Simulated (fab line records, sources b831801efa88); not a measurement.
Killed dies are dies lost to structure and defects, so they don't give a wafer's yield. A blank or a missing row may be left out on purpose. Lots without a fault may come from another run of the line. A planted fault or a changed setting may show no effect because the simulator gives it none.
Which tool did it? | flow sky130 | 6 lots, 18 wafers sampled, at 2 steps of a route of 708

WHAT THE GAUGES READ, wafer by wafer
SKY_LDD_HVN_TW_MEAS_10.
lot  | measured     | on            | LDD_HVN_TW
L495 | day 21 13:16 | film_metro-02 | 1427 1433 1430
L499 | day 22 23:03 | film_metro-03 | 1441 1441 1438
L503 | day 24 08:41 | film_metro-02 | 1415 1423 1433
L509 | day 26 03:36 | film_metro-02 | 1407 1407 1406
L514 | day 27 20:29 | film_metro-01 | 1445 1452 1450
L516 | day 28 15:23 | film_metro-02 | 1415 1425 1426

WHICH TOOL RAN EACH LOT (tool, then ch and the chambers of the sampled wafers, then the start)
lot  | SKY_POLY_GATE_ETCH_16
L495 | rie_diel-01 ch 0,1,2, day 17 12:59
L499 | rie_diel-03 ch 1,2, day 18 22:40
L503 | rie_diel-01 ch 1,2, day 20 08:47
L509 | rie_diel-02 ch 2,3, day 22 07:04
L514 | rie_diel-01 ch 0,2,3, day 24 00:40
L516 | rie_diel-02 ch 0,2, day 24 21:23
- SKY_POLY_GATE_ETCH_16: etches Si3N4 in CH3F/O2, stops on poly-Si, time 147.5 s, target depth 75 nm.

THE ANSWER, worked out from the rows above alone
Rule: what is usual is taken from the lots themselves. Put in order of their means at a reading, lots are off if they are a third of the lots or fewer, leave a main group of 4 or more, and stand apart from it by a gap of 3 or more times the standard deviation of the main group's means; of several such gaps the widest counts. A main group whose means are all the same, to the digits that the tables above print for the reading, isn't used. A lot without any number at a reading at which 4 lots or more have one is off too. The other lots that the step has rows for count as sound.
No lot is off at any reading shown: from this, nothing can be told.

WHAT THE SIMULATOR HAD PUT IN
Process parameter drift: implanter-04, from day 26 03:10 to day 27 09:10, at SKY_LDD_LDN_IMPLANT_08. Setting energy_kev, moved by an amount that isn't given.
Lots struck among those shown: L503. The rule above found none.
